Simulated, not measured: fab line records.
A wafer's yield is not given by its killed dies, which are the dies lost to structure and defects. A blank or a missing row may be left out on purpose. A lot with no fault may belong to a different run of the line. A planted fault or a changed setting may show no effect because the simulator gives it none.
fab line records	flow sky130
record: lots: 14	wafers: 41	last-day: 50
route steps=708 shown METAL1@434 VIA1@478 METAL2@485
lots with no fault: from the same line, run without faults
start-h: the number of hours between the record's first day and the start of the first shown wafer of the lot	wait-h: hours elapsed since this lot's preceding step	" as in the row above	L1.1+2: several wafers, shown together as one row	- no value, or no start given	* or withheld: withheld	< > ~ a bound
route shown NAME@n: NAME is a module with steps in the file, n the number in the route of the first one	usual: mean/standard deviation taken from wafers without a fault	same: alike in all rows	chamber/n: place in a boat	sites: each site's reading	_std_site: standard deviation across them	_edge_site: mean of outer sites minus mean of inner sites	radius-mm: how far each site lies from the wafer's centre	mask NAME#n: copy n	behind: the last tool/chamber to shape the wafer	hold: cause of the lot's hold/its duration in hours/its outcome	device: the n, p or np transistor that did not switch	end of line: at the end of the route, the tests of the same wafers	a step given without rows: its recipe and nothing more	killed: not the wafer's yield, but the dies lost to structure and defects at the first sort	map: per-die view of a wafer (x killed, . not killed, _ where there is no die)
set.NAME: setting as actually run; set.NAME@STEP: the setting as run at that earlier step	model.NAME: the simulator's own value behind a step, which no gauge read
a sample of lots followed through the steps of the route, with each step as a table and each wafer as a row
services: when a tool's chamber went out of use (start-h, in hours from the record's first day, below 0 if earlier), for how many hours, and the reason
== steps ==
step: SKY_METAL1_SPUTTER_00
recipe: material: Ti	target-thk-nm: 15	power-w: 3000	time-s: 10	chamber-pressure-pa: 0.4
usual: throttle-valve-pct: 30.1/1.1
lot.wafer	tool	chamber	start-h	wait-h	throttle-valve-pct
L449.1	pvd-sputter-02	-	726.30	0.1	29.1
L449.2	"	-	"	"	31.2
L449.3	"	-	"	"	29.4
L450.1	pvd-sputter-04	-	739.89	0.1	32.1
L450.2	"	-	"	"	31.3
L450.6	"	-	"	"	31.1
L452.1	pvd-sputter-04	-	779.01	0.1	31.3
L452.3	"	-	"	"	32.3
L452.6	"	-	"	"	28.6
L451.2	pvd-sputter-02	-	780.98	0.2	29.7
L451.3	"	-	"	"	31.1
L451.5	"	-	"	"	28.6
L454.2	pvd-sputter-01	-	781.06	0.1	30.3
L454.3	"	-	"	"	30.2
L454.4	"	-	"	"	29.9
L455.1	pvd-sputter-02	-	786.27	0.2	29.5
L455.2	"	-	"	"	31.2
L455.4	"	-	"	"	29.4
L456.1	pvd-sputter-02	-	792.07	0.2	28.8
L456.4	"	-	"	"	29.1
L456.5	"	-	"	"	29.4
L457.1	pvd-sputter-02	-	792.97	0.1	31.2
L457.5	"	-	"	"	31.0
L457.6	"	-	"	"	29.3
L458.1	pvd-sputter-04	-	801.29	0.2	32.7
L458.4	"	-	"	"	30.6
L458.5	"	-	"	"	31.3
L459.1	pvd-sputter-04	-	814.67	0.2	31.1
L459.4	"	-	"	"	28.6
L459.6	"	-	"	"	32.5
L462.1	pvd-sputter-02	-	843.02	0.1	28.8
L462.2	"	-	"	"	29.9
L462.3	"	-	"	"	31.3
L463.2	pvd-sputter-04	-	845.34	0.2	30.9
L463.5	"	-	"	"	31.2
L470.2	pvd-sputter-01	-	893.86	0.1	31.1
L470.5	"	-	"	"	30.2
L470.6	"	-	"	"	29.8
L472.2	pvd-sputter-04	-	905.45	0.1	32.5
L472.3	"	-	"	"	30.2
L472.5	"	-	"	"	32.5
step: SKY_METAL1_SPUTTER_02
recipe: material: AlCu	target-thk-nm: 250	power-w: 10600	time-s: 13.3	chamber-pressure-pa: 0.4
usual: throttle-valve-pct: 30.1/1.1
lot.wafer	tool	chamber	start-h	wait-h	throttle-valve-pct
L449.1	pvd-sputter-02	-	726.35	0.0	29.4
L449.2	"	-	"	"	31.2
L449.3	"	-	"	"	29.6
L450.1	pvd-sputter-04	-	739.93	0.0	32.4
L450.2	"	-	"	"	31.5
L450.6	"	-	"	"	31.4
L452.1	pvd-sputter-04	-	779.06	0.0	31.5
L452.3	"	-	"	"	32.4
L452.6	"	-	"	"	28.5
L451.2	pvd-sputter-02	-	781.03	0.0	29.1
L451.3	"	-	"	"	31.2
L451.5	"	-	"	"	28.5
L454.2	pvd-sputter-01	-	781.11	0.0	30.3
L454.3	"	-	"	"	30.2
L454.4	"	-	"	"	29.9
L455.1	pvd-sputter-02	-	786.32	0.0	29.7
L455.2	"	-	"	"	31.3
L455.4	"	-	"	"	29.3
L456.1	pvd-sputter-02	-	792.12	0.0	29.2
L456.4	"	-	"	"	29.5
L456.5	"	-	"	"	29.5
L457.1	pvd-sputter-02	-	793.01	0.0	31.0
L457.5	"	-	"	"	31.1
L457.6	"	-	"	"	29.4
L458.1	pvd-sputter-04	-	801.34	0.0	32.1
L458.4	"	-	"	"	30.2
L458.5	"	-	"	"	31.3
L459.1	pvd-sputter-04	-	814.72	0.0	31.3
L459.4	"	-	"	"	28.7
L459.6	"	-	"	"	32.1
L462.1	pvd-sputter-02	-	843.07	0.0	28.6
L462.2	"	-	"	"	29.5
L462.3	"	-	"	"	31.5
L463.2	pvd-sputter-04	-	845.39	0.0	31.2
L463.5	"	-	"	"	31.6
L470.2	pvd-sputter-01	-	893.91	0.0	31.0
L470.5	"	-	"	"	30.3
L470.6	"	-	"	"	29.8
L472.2	pvd-sputter-04	-	905.50	0.0	32.7
L472.3	"	-	"	"	30.4
L472.5	"	-	"	"	32.5
step: SKY_VIA1_SPUTTER_20
recipe: material: TiN	target-thk-nm: 20	chamber-pressure-pa: 5	power-w: 4000	time-s: 80
usual: throttle-valve-pct: 29.9/0.81
lot.wafer	tool	chamber	start-h	wait-h	throttle-valve-pct
L449.1	pvd-sputter-02	-	783.32	0.0	28.6
L449.2	"	-	"	"	29.2
L449.3	"	-	"	"	29.7
L450.1	pvd-sputter-01	-	795.78	0.0	30.1
L450.2	"	-	"	"	30.6
L450.6	"	-	"	"	30.2
L452.1	pvd-sputter-03	-	833.06	0.0	30.7
L452.3	"	-	"	"	28.7
L452.6	"	-	"	"	28.9
L451.2	pvd-sputter-01	-	836.14	0.0	31.1
L451.3	"	-	"	"	30.0
L451.5	"	-	"	"	31.0
L454.2	pvd-sputter-02	-	836.20	0.0	29.8
L454.3	"	-	"	"	28.8
L454.4	"	-	"	"	28.6
L455.1	pvd-sputter-03	-	841.14	0.0	29.3
L455.2	"	-	"	"	30.7
L455.4	"	-	"	"	28.9
L456.1	pvd-sputter-01	-	847.00	0.0	31.1
L456.4	"	-	"	"	30.0
L456.5	"	-	"	"	31.0
L457.1	pvd-sputter-03	-	847.83	0.0	30.9
L457.5	"	-	"	"	30.9
L457.6	"	-	"	"	29.2
L458.1	pvd-sputter-02	-	855.96	0.0	29.4
L458.4	"	-	"	"	28.7
L458.5	"	-	"	"	28.5
L459.1	pvd-sputter-03	-	869.22	0.0	29.8
L459.4	"	-	"	"	29.0
L459.6	"	-	"	"	29.5
L462.1	pvd-sputter-01	-	897.41	0.0	30.8
L462.2	"	-	"	"	29.8
L462.3	"	-	"	"	30.4
L463.2	pvd-sputter-01	-	899.97	0.0	30.0
L463.5	"	-	"	"	29.7
L470.2	pvd-sputter-02	-	945.55	0.0	31.4
L470.5	"	-	"	"	31.3
L470.6	"	-	"	"	28.6
L472.2	pvd-sputter-01	-	956.57	0.0	30.3
L472.3	"	-	"	"	31.1
L472.5	"	-	"	"	29.8
step: SKY_METAL2_SPUTTER_02
recipe: material: AlCu	target-thk-nm: 250	power-w: 10600	time-s: 13.3	chamber-pressure-pa: 0.4
usual: throttle-valve-pct: 30.0/1.2
lot.wafer	tool	chamber	start-h	wait-h	throttle-valve-pct
L449.1	pvd-sputter-04	-	784.10	0.0	30.5
L449.2	"	-	"	"	32.2
L449.3	"	-	"	"	31.2
L450.1	pvd-sputter-02	-	796.46	0.0	29.4
L450.2	"	-	"	"	28.8
L450.6	"	-	"	"	29.7
L452.1	pvd-sputter-04	-	833.75	0.0	30.2
L452.3	"	-	"	"	28.6
L452.6	"	-	"	"	28.7
L451.2	pvd-sputter-03	-	836.83	0.0	29.8
L451.3	"	-	"	"	28.6
L451.5	"	-	"	"	29.7
L454.2	pvd-sputter-02	-	836.88	0.0	29.2
L454.3	"	-	"	"	29.6
L454.4	"	-	"	"	29.1
L455.1	pvd-sputter-02	-	841.82	0.0	28.2
L455.2	"	-	"	"	29.8
L455.4	"	-	"	"	29.3
L456.1	pvd-sputter-02	-	847.68	0.0	28.8
L456.4	"	-	"	"	31.3
L456.5	"	-	"	"	29.1
L457.1	pvd-sputter-04	-	848.51	0.0	28.4
L457.5	"	-	"	"	30.3
L457.6	"	-	"	"	31.1
L458.1	pvd-sputter-04	-	856.65	0.0	30.3
L458.4	"	-	"	"	28.6
L458.5	"	-	"	"	30.1
L459.1	pvd-sputter-04	-	869.90	0.0	28.7
L459.4	"	-	"	"	30.3
L459.6	"	-	"	"	28.7
L462.1	pvd-sputter-04	-	898.10	0.0	31.2
L462.2	"	-	"	"	30.2
L462.3	"	-	"	"	32.6
L463.2	pvd-sputter-04	-	900.65	0.0	32.5
L463.5	"	-	"	"	32.6
L470.2	pvd-sputter-02	-	946.24	0.0	31.3
L470.5	"	-	"	"	29.4
L470.6	"	-	"	"	28.6
L472.2	pvd-sputter-02	-	957.25	0.0	28.6
L472.3	"	-	"	"	31.1
L472.5	"	-	"	"	31.0
step: SKY_METAL2_RS_MEAS_05
recipe: thk-meas-gauge: four-point-probe	reads: TiN_of_METAL2_SPUTTER_04+Ti_of_METAL2_SPUTTER_03+AlCu_of_METAL2_SPUTTER_02+TiN_of_METAL2_SPUTTER_01+Ti_of_METAL2_SPUTTER_00
usual: METAL2_ALCU_RS: 0.1268/0.0016
lot.wafer	tool	chamber	start-h	wait-h	METAL2_ALCU_RS[ohm/sq]
L449.1	film-metro-02	-	784.19	0.0	0.1312
L449.2	"	-	"	"	0.1319
L449.3	"	-	"	"	0.1306
L450.1	film-metro-01	-	796.55	0.0	0.1254
L450.2	"	-	"	"	0.1250
L450.6	"	-	"	"	0.1250
L452.1	film-metro-01	-	833.84	0.0	0.1285
L452.3	"	-	"	"	0.1284
L452.6	"	-	"	"	0.1294
L451.2	film-metro-02	-	836.94	0.0	0.1258
L451.3	"	-	"	"	0.1270
L451.5	"	-	"	"	0.1258
L454.2	film-metro-01	-	837.00	0.0	0.1269
L454.3	"	-	"	"	0.1272
L454.4	"	-	"	"	0.1281
L455.1	film-metro-04	-	841.91	0.0	0.1281
L455.2	"	-	"	"	0.1264
L455.4	"	-	"	"	0.1274
L456.1	film-metro-02	-	847.78	0.0	0.1243
L456.4	"	-	"	"	0.1245
L456.5	"	-	"	"	0.1245
L457.1	film-metro-01	-	848.60	0.0	0.1276
L457.5	"	-	"	"	0.1271
L457.6	"	-	"	"	0.1275
L458.1	film-metro-04	-	856.74	0.0	0.1264
L458.4	"	-	"	"	0.1271
L458.5	"	-	"	"	0.1262
L459.1	film-metro-04	-	869.99	0.0	0.1278
L459.4	"	-	"	"	0.1272
L459.6	"	-	"	"	0.1278
L462.1	film-metro-02	-	898.19	0.0	0.1262
L462.2	"	-	"	"	0.1244
L462.3	"	-	"	"	0.0635
L463.2	film-metro-04	-	900.77	0.0	0.1274
L463.5	"	-	"	"	0.0639
L470.2	film-metro-04	-	946.35	0.0	0.1240
L470.5	"	-	"	"	0.1242
L470.6	"	-	"	"	0.1239
L472.2	film-metro-01	-	957.36	0.0	0.1265
L472.3	"	-	"	"	0.1276
L472.5	"	-	"	"	0.1270
step: SKY_METAL2_THK_MEAS_06
recipe: thk-meas-gauge: xrf	reads: AlCu_of_METAL2_SPUTTER_02
usual: METAL2_ALCU_THK: 250/3.7
lot.wafer	tool	chamber	start-h	wait-h	METAL2_ALCU_THK[nm]
L449.1	film-metro-02	-	784.31	0.1	242
L449.2	"	-	"	"	240
L449.3	"	-	"	"	243
L450.1	film-metro-01	-	796.67	0.1	254
L450.2	"	-	"	"	255
L450.6	"	-	"	"	256
L452.1	film-metro-01	-	833.96	0.1	246
L452.3	"	-	"	"	246
L452.6	"	-	"	"	245
L451.2	film-metro-02	-	837.05	0.1	251
L451.3	"	-	"	"	248
L451.5	"	-	"	"	250
L454.2	film-metro-01	-	837.11	0.1	250
L454.3	"	-	"	"	247
L454.4	"	-	"	"	245
L455.1	film-metro-04	-	842.03	0.1	249
L455.2	"	-	"	"	251
L455.4	"	-	"	"	251
L456.1	film-metro-02	-	847.90	0.1	254
L456.4	"	-	"	"	253
L456.5	"	-	"	"	253
L457.1	film-metro-01	-	848.72	0.1	248
L457.5	"	-	"	"	248
L457.6	"	-	"	"	249
L458.1	film-metro-04	-	856.86	0.1	250
L458.4	"	-	"	"	251
L458.5	"	-	"	"	253
L459.1	film-metro-04	-	870.11	0.1	249
L459.4	"	-	"	"	251
L459.6	"	-	"	"	249
L462.1	film-metro-02	-	898.31	0.1	250
L462.2	"	-	"	"	254
L462.3	"	-	"	"	490
L463.2	film-metro-04	-	900.88	0.1	247
L463.5	"	-	"	"	491
L470.2	film-metro-04	-	946.46	0.1	257
L470.5	"	-	"	"	255
L470.6	"	-	"	"	257
L472.2	film-metro-01	-	957.47	0.1	251
L472.3	"	-	"	"	247
L472.5	"	-	"	"	248
step: SKY_METAL2_METAL_ETCH_19
recipe: target-depth-a: 3600	stop-on: SiO2	over-etch-frac: 0.3	time-s: 78	chemistry: Cl2/BCl3	resist-sidewall-deg: 88	pressure-mtorr: 10	icp-w: 900	bias-w: 48.5	Cl2_flow_sccm: 60	bcl3-flow-sccm: 30
usual: bias-w: 48.47/0.14	drypump-motor-current-A: 5.7/0.5	mfc-cl2-sccm: 60.00/0.19	oes-product-au: 0.855/0.0063	throttle-valve-pct: 22.264/0.0091
same: over-etch-frac: 0.3
lot.wafer	tool	chamber	start-h	wait-h	bias-w	drypump-motor-current-A	mfc-cl2-sccm	oes-product-au	rf-hours-counter-h	throttle-valve-pct
L449.1	rie-metal-04	0	811.31	0.0	48.60	4.9	59.83	0.845	12	22.269
L449.2	"	1	"	"	48.33	5.4	60.09	0.832	6	22.256
L449.3	"	0	"	"	48.58	4.9	59.83	0.843	-	22.270
L450.1	rie-metal-04	0	823.01	0.0	48.60	5.0	59.98	0.859	12	22.266
L450.2	"	1	"	"	48.16	5.4	59.92	0.857	7	22.247
L450.6	"	1	"	"	48.60	5.3	60.30	0.851	-	22.257
L452.1	rie-metal-04	0	860.04	0.0	48.56	4.9	59.90	0.850	14	22.269
L452.3	"	0	"	"	48.47	4.9	59.96	0.846	-	22.265
L452.6	"	1	"	"	48.68	5.3	59.97	0.848	-	22.268
L451.2	rie-metal-02	0	863.01	0.0	48.43	5.7	59.80	0.855	4	22.272
L451.3	"	0	"	"	48.51	5.7	59.71	0.849	-	22.252
L451.5	"	0	"	"	48.52	5.7	59.86	0.853	-	22.272
L454.2	rie-metal-04	0	863.36	0.0	48.43	4.9	60.34	0.855	14	22.266
L454.3	"	1	"	"	48.40	5.3	60.26	0.856	-	22.264
L454.4	"	0	"	"	48.45	4.9	60.10	0.851	-	22.266
L455.1	rie-metal-04	0	867.69	0.0	48.57	4.9	59.66	0.853	14	22.257
L455.2	"	1	"	"	48.67	5.4	60.30	0.868	9	22.266
L455.4	"	0	"	"	48.73	4.9	59.90	0.854	-	22.281
L456.1	rie-metal-02	1	874.54	0.0	48.66	6.2	59.96	0.861	2	22.284
L456.4	"	1	"	"	48.41	6.2	59.96	0.856	-	22.256
L456.5	"	0	"	"	48.41	5.7	59.81	0.864	-	22.261
L457.1	rie-metal-02	0	875.81	0.0	48.61	5.7	60.15	0.857	5	22.256
L457.5	"	1	"	"	48.65	6.2	59.98	0.859	-	22.279
L457.6	"	0	"	"	48.40	5.7	60.10	0.850	-	22.260
L458.1	rie-metal-02	0	883.49	0.0	48.41	5.7	60.13	0.859	5	22.261
L458.4	"	1	"	"	48.58	6.2	59.97	0.856	-	22.253
L458.5	"	1	"	"	48.38	6.2	60.00	0.846	-	22.268
L459.1	rie-metal-02	0	896.36	0.0	48.57	5.8	59.97	0.859	5	22.283
L459.4	"	1	"	"	48.49	6.2	59.67	0.862	-	22.253
L459.6	"	0	"	"	48.47	5.8	60.15	0.847	-	22.257
L462.1	rie-metal-04	1	922.55	0.1	48.54	5.3	59.94	0.849	12	22.259
L462.2	"	1	"	"	48.55	5.3	60.42	0.856	-	22.265
L462.3	"	1	"	"	48.24	5.3	60.20	1.008	-	22.261
L463.2	rie-metal-04	1	925.23	0.1	48.39	5.3	60.14	0.855	-	22.276
L463.5	"	1	"	"	48.59	5.3	60.25	0.987	-	22.260
L470.2	rie-metal-02	1	970.74	0.0	48.75	6.2	60.34	0.862	7	22.273
L470.5	"	0	"	"	48.52	5.7	60.04	0.856	-	22.268
L470.6	"	1	"	"	48.54	6.2	60.00	0.872	-	22.253
L472.2	rie-metal-01	0	980.86	0.0	48.47	6.4	60.33	0.856	16	22.251
L472.3	"	0	"	"	48.33	6.4	59.81	0.854	-	22.270
L472.5	"	0	"	"	48.43	6.4	60.17	0.852	-	22.266
== services ==
tool	chamber	start-h	hours	kind
pvd-sputter-02	-	728.96	2.8	repair
rie-metal-02	0	788.20	-	clean
rie-metal-02	0	788.20	15.7	scheduled-down
rie-metal-02	0	788.20	15.7	vent-cycle
pvd-sputter-02	-	802.27	2.4	repair
rie-metal-02	1	803.91	-	clean
rie-metal-02	1	803.91	17.3	scheduled-down
rie-metal-02	1	803.91	17.3	vent-cycle
rie-metal-04	-	832.26	0.5	repair
pvd-sputter-01	-	844.08	1.8	repair
pvd-sputter-03	-	845.99	1.8	repair
pvd-sputter-04	-	849.94	0.6	repair
pvd-sputter-03	-	860.65	6.5	repair
pvd-sputter-02	-	874.80	1.0	repair
pvd-sputter-03	-	915.60	8.7	repair
rie-metal-04	0	917.64	-	clean
rie-metal-04	0	917.64	19.2	scheduled-down
rie-metal-04	0	917.64	19.2	vent-cycle
pvd-sputter-01	-	937.51	8.1	repair
pvd-sputter-02	-	951.32	1.3	repair
rie-metal-04	1	962.81	13.1	repair
rie-metal-01	-	974.44	0.9	repair
pvd-sputter-02	-	977.32	1.8	repair
pvd-sputter-04	-	977.48	24.5	repair
== key ==
first-sign: step: SKY_METAL2_RS_MEAS_05	reading: METAL2_ALCU_RS	direction: down	sigmas: 38	usual: 0.1268	struck: 0.0637
effect: step: SKY_METAL2_THK_MEAS_06	reading: METAL2_ALCU_THK	direction: up	sigmas: 64	usual: 250	struck: 490
effect: step: SKY_METAL2_METAL_ETCH_19	reading: oes-product-au	direction: up	sigmas: 23	usual: 0.855	struck: 0.997
met-at SKY_METAL2_SPUTTER_02
struck-lots L462,L463
struck-wafers L462.3,L463.5
later-rows-left-out L462.3,L463.5
sort-left-out L462.3,L463.5
not-acting-at SKY_METAL1_SPUTTER_00,SKY_METAL1_SPUTTER_02,SKY_VIA1_SPUTTER_20
onset-between 869.90 898.10
fault: kind: process-parameter-drift	tool: pvd-sputter-04	chamber: -	onset-h: 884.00	steps: SKY_METAL2_SPUTTER_02	channel: target-thk-nm	offset: 239.09	shape: step	end-h: 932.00	scope: struck-wafers-only	acts-in: these-recipes-only	stated: 250
sort-left-out: the simulated sort isn't trusted on such a fault, so these wafers' sort isn't shown, and their yield isn't known
later-rows-left-out: the simulator's readings of these wafers behind a module that went badly wrong aren't trusted and aren't shown, but for the sort
